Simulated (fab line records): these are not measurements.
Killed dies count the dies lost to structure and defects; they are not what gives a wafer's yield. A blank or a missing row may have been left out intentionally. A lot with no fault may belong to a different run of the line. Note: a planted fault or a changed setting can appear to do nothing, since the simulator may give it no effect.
One fault through the eyes of 2 desks :: flow sky130 :: each desk has only its own numbers; what lay behind them comes last

== METROLOGY DESK ==
What the gauges read for every lot (on any tool): the sampled wafers with a number, averaged. A lot is out of limits, marked OUT, if its mean lies more than 4 standard deviations from the usual mean; the brackets give that distance.
Columns: A = LDD_N_TW at SKY_LDD_N_TW_MEAS_17, usual 2583; B = LDD_LDN_TW at SKY_LDD_LDN_TW_MEAS_13, usual 1476
lot: L734
first seen here: day 17 04:52
A: 2571
B: 1470

lot: L735
first seen here: day 17 09:14
A: 2596
B: 1471

lot: L736
first seen here: day 18 01:10
A: 2575
B: 1480

lot: L738
first seen here: day 18 14:49
A: 2594
B: 1486

lot: L739
first seen here: day 19 09:51
A: 2570
B: 1483

lot: L740
first seen here: day 19 23:12
A: 2605
B: 1496

lot: L742
first seen here: day 20 16:28
A: 2592
B: 1473

lot: L743
first seen here: day 20 16:46
A: 2569
B: 1478

lot: L744
first seen here: day 21 07:19
A: 2586
B: 1489

lot: L748
first seen here: day 22 23:17
A: 2601
B: 1484

lot: L753
first seen here: day 26 08:47
A: 2530
B: 1466

lot: L757
first seen here: day 26 11:10
A: 2539
B: 1473

lot: L754
first seen here: day 26 11:29
A: 2543
B: 1463
This desk's verdict: no lot among the 13 shows anything out of limits.

== DESK OF THE TOOL OWNER: implanter-03 ==
SKY_LDD_LDN_IMPLANT_09, tool's own readings: per-lot mean of the sampled wafers with a number, covering each lot this tool ran. A lot is out of limits, marked OUT, if its mean lies more than 4 standard deviations from the usual mean; the brackets give that distance.
Columns: A = beam energy keV at SKY_LDD_LDN_IMPLANT_09, usual 15.001; B = beam on s at SKY_LDD_LDN_IMPLANT_09, usual 9.98 s
lot: L735
first seen here: day 22 10:32
A: 14.999
B: 9.85

lot: L736
first seen here: day 23 02:44
A: 15.003
B: 10.11

lot: L738
first seen here: day 23 15:43
A: 14.999
B: 9.80

lot: L740
first seen here: day 24 22:12
A: 14.997
B: 10.02

lot: L753
first seen here: day 31 02:04
A: 16.610 (+99 or more) OUT
B: 9.92

lot: L754
first seen here: day 31 05:27
A: 16.607 (+99 or more) OUT
B: 10.17
This desk's finding: out of limits on L753, L754; first on L753, day 31 02:04 (beam energy keV at SKY_LDD_LDN_IMPLANT_09). L735, L736, L738, L740: within limits.

== TAKEN TOGETHER ==
The tool owner's desk had the chance to raise an alarm at day 31 02:04 on L753, L754.
Nothing out of limits was seen by the metrology desk.
The metrology desk holds a record of L753, L754, inside its limits.
The lots listed all ran SKY_LDD_LDN_IMPLANT_09 on implanter-03.

== WHAT THE SIMULATOR PUT IN ==
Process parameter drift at SKY_LDD_LDN_IMPLANT_09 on implanter-03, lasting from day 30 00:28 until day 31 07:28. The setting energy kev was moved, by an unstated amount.
Lots struck among those shown: L753, L754.
Delay in hours, fault start to first out-of-limits reading, by desk: the tool owner's desk at 26.
